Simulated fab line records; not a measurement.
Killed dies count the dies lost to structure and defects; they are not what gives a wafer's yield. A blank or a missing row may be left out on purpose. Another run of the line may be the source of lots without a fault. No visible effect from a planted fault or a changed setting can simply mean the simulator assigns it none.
2 desks, one fault -- flow gf180mcu -- only its own numbers are on each desk; what lay behind them is given at the end

== THE TOOL OWNER'S DESK: iline_stepper-02 ==
The tool's own readings at GF_VT_IMPLANT_EXPOSE_26 (exposes mask LVPWELL HV AREA, target cd 860 nm): means of the sampled wafers that have a number, for each lot that ran on this tool. If a lot's mean is further than 4 standard deviations from the usual mean, the lot is out of limits and carries the mark OUT (the distance appears in the brackets).
Columns: A = exposure_dose_mJ_cm2 at GF_VT_IMPLANT_EXPOSE_26, usual 140.02
lot,first seen here,A
L267,day 6 16:01,139.96
L269,day 7 01:25,139.90
L270,day 7 13:00,139.96
L271,day 7 17:32,139.88
L273,day 8 03:08,136.65 (-22) OUT
L275,day 8 16:37,136.82 (-21) OUT
Finding of this desk: L273, L275 out of limits; the first was L273 at day 8 03:08, on exposure_dose_mJ_cm2 at GF_VT_IMPLANT_EXPOSE_26. L267, L269, L270, L271: within limits.

== METROLOGY DESK ==
What the gauges read, lot by lot, whatever tool the lot ran on: means of the sampled wafers that have a number. If a lot's mean is further than 4 standard deviations from the usual mean, the lot is out of limits and carries the mark OUT (the distance appears in the brackets).
Columns: A = LVPWELL_RS at GF_VT_IMPLANT_RS_MEAS_48, usual 1196.9 ohm/sq
lot,first seen here,A
L267,day 7 16:20,1194.2
L268,day 7 22:35,1196.5
L269,day 8 02:26,1195.7
L270,day 8 13:38,1201.1
L271,day 8 18:20,1194.0
L273,day 9 02:56,1201.3
L274,day 9 10:54,1198.1
L275,day 9 17:21,1192.1
L282,day 11 18:26,1198.6
L284,day 12 06:50,1196.7
L287,day 13 01:04,1197.7
L288,day 13 07:47,1196.6
L290,day 14 05:25,1196.0
This desk found nothing out of limits on any of the 13 lots.

== TAKEN TOGETHER ==
At day 8 03:08, on L273, L275, the tool owner's desk was in a position to raise an alarm.
At the metrology desk, nothing out of limits was observed.
The metrology desk holds a record of L273, L275, inside its limits.
The lots listed all ran GF_VT_IMPLANT_EXPOSE_26 on iline_stepper-02.

== WHAT WAS PUT IN BY THE SIMULATOR ==
Process parameter drift: iline_stepper-02, from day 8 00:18 on, at GF_VT_IMPLANT_EXPOSE_26. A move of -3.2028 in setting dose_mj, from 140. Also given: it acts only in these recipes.
Shown lots that were struck: L273, L275.
Hours from the fault's start to each desk's first reading out of limits: the tool owner's desk, 3.
